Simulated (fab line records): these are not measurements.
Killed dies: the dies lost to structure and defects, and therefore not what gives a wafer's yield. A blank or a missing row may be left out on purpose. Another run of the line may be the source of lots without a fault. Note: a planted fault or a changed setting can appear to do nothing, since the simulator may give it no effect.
Comparing a struck lot with a sound one / flow sky130 / 34 steps out of a route of 708
Sound: these wafers, L266.2, L266.5, L266.6. Wafers L270.1, L270.2, L270.4 were the ones struck. The cause is given at the end.
For every step that has rows: the tool of each side, followed by ch and its chambers, followed by its first start. Under that, the readings that differ: sound wafers / struck wafers / difference of the means / sigmas: that difference in standard deviations of wafers without a fault.
alike: words and numbers the same on both sides, and readings whose means are apart by under 2 such deviations; not compared: readings that were withheld, readings missing a value for some wafer, numbers with overlapping values and no deviation given by the record, and bounds like >300 which may hide the same value.
Wherever a step has rows on one side only, a row that says differs or no value, or a row with sigmas, the two part there. When numbers do not overlap yet have no deviation, they are printed without sigmas and do not part them. A reading that every wafer of one side lacks parts them only if that side has two wafers or more.

first, 9 steps without rows for these wafers: SKY_METAL2_DEVELOP_14 (develop time 60 s); SKY_METAL2_DESCUM_17 (chemistry O2, time 8 s); SKY_METAL2_ETCH_18 (etches BARC in N2/H2, stops on SiO2, time 45.9 s, target depth 60 nm); SKY_METAL2_METAL_ETCH_19 (etches the open film in Cl2/BCl3, stops on SiO2, target depth 360 nm, time 78 s); SKY_METAL2_STRIP_20 (strips in O2/N2); SKY_METAL2_STRIP_21 (strips in post etch residue remover, time 1200 s); SKY_METAL2_CLEAN_22 (cleans in IPA, time 180 s); SKY_METAL2_CLEAN_23 (cleans in O3/DIW); SKY_VIA2_HDPCVD_00 (deposits SiO2, target thk 1180 nm, time 196.7 s).
SKY_VIA2_CMP_02: polishes SiO2.
  sound on cmp-02 ch 0,1,3, day 36 14:23; struck on cmp-02 ch 0,1,2, day 37 16:49
reading=model.SiO2_of_VIA2_HDPCVD_00.thk-nm (nm); sound=495.4 493.3 494.6; struck=444.8 443.9 444.2; difference=-50.1; sigmas=
  alike: head-pressure-psi, motor-current-A
then, 9 steps without rows for these wafers: SKY_VIA2_DEHYDRATE_04 (time 60 s); SKY_VIA2_HMDS_05 (prime time 60 s); SKY_VIA2_COAT_06 (resist thk 60 nm); SKY_VIA2_COAT_07 (resist thk 450 nm); SKY_VIA2_SOFTBAKE_08 (time 90 s); SKY_VIA2_EXPOSE_09 (exposes mask VIM2, target cd 200 nm); SKY_VIA2_PEB_10; SKY_VIA2_DEVELOP_11 (develop time 58.6 s); SKY_VIA2_ETCH_14 (etches BARC in N2/H2, stops on SiO2, time 45.9 s, target depth 60 nm).
SKY_VIA2_ETCH_15: etches SiO2 in C4F8/O2/Ar, stops on TiN, target depth 546 nm, time 84 s.
  sound on rie-diel-01 ch 1,2, day 37 17:08; struck on rie-diel-01 ch 1,2,3, day 38 19:50
reading=oes-product-au (a.u.); sound=0.944 0.937 0.949; struck=0.879 0.881 0.881; difference=-0.063; sigmas=-13
reading=model.etch.depth-nm (nm); sound=495.4 493.3 494.6; struck=444.8 443.9 444.2; difference=-50.1; sigmas=
reading=model.VIA2.feature-depth-nm (nm); sound=495.4 493.3 494.6; struck=444.8 443.9 444.2; difference=-50.1; sigmas=
then, 13 steps without rows for these wafers: SKY_VIA2_STRIP_16 (strips in O2/N2); SKY_VIA2_STRIP_17 (strips in post etch residue remover, time 1200 s); SKY_VIA2_CLEAN_18 (cleans in IPA, time 180 s); SKY_VIA2_CLEAN_19 (cleans in O3/DIW); SKY_VIA2_SPUTTER_20 (material TiN, target thk 20 nm, time 80 s); SKY_VIA2_CVD_21 (deposits W, target thk 420 nm, time 126.4 s); SKY_VIA2_CMP_24 (polishes, stops on SiO2, t overpolish 20 s, target thk 0 nm); SKY_METAL3_SPUTTER_00 (material Ti, target thk 15 nm, time 10 s); SKY_METAL3_SPUTTER_01 (material TiN, target thk 20 nm, time 16.7 s); SKY_METAL3_SPUTTER_02 (material AlCu, target thk 735 nm, time 37.31 s); SKY_METAL3_SPUTTER_03 (material Ti, target thk 5 nm, time 3.3 s); SKY_METAL3_SPUTTER_04 (material TiN, target thk 70 nm, time 58.3 s); SKY_CAPM_CVD_00 (deposits SiO2, target thk 15.5 nm).
-- the record jumps here: 2 days lie between the struck wafers' starts before and after (it left off in module CAPM and takes up again in module METAL3, whose first step shown is number 532 of the route) --
SKY_METAL3_METAL_ETCH_18: etches the open film in Cl2/BCl3, stops on SiO2, target depth 845 nm, time 183.1 s.
  sound on rie-metal-03 ch 0,1, day 39 22:16; struck on rie-metal-03 ch 0,1, day 40 22:59
reading=model.SiO2_of_VIA2_HDPCVD_00.thk-nm (nm); sound=466.5 464.2 464.4; struck=415.1 413.7 414.6; difference=-50.6; sigmas=
  alike: drypump-motor-current-A, oes-product-au, throttle-valve-pct
  not compared: rf-hours-counter-h

WHERE THEY PART
At SKY_VIA2_ETCH_15 and nowhere else, as far as this record goes. Later steps at which nothing parts them and some readings are alike: SKY_METAL3_METAL_ETCH_18.

WHY: what the simulator had put in
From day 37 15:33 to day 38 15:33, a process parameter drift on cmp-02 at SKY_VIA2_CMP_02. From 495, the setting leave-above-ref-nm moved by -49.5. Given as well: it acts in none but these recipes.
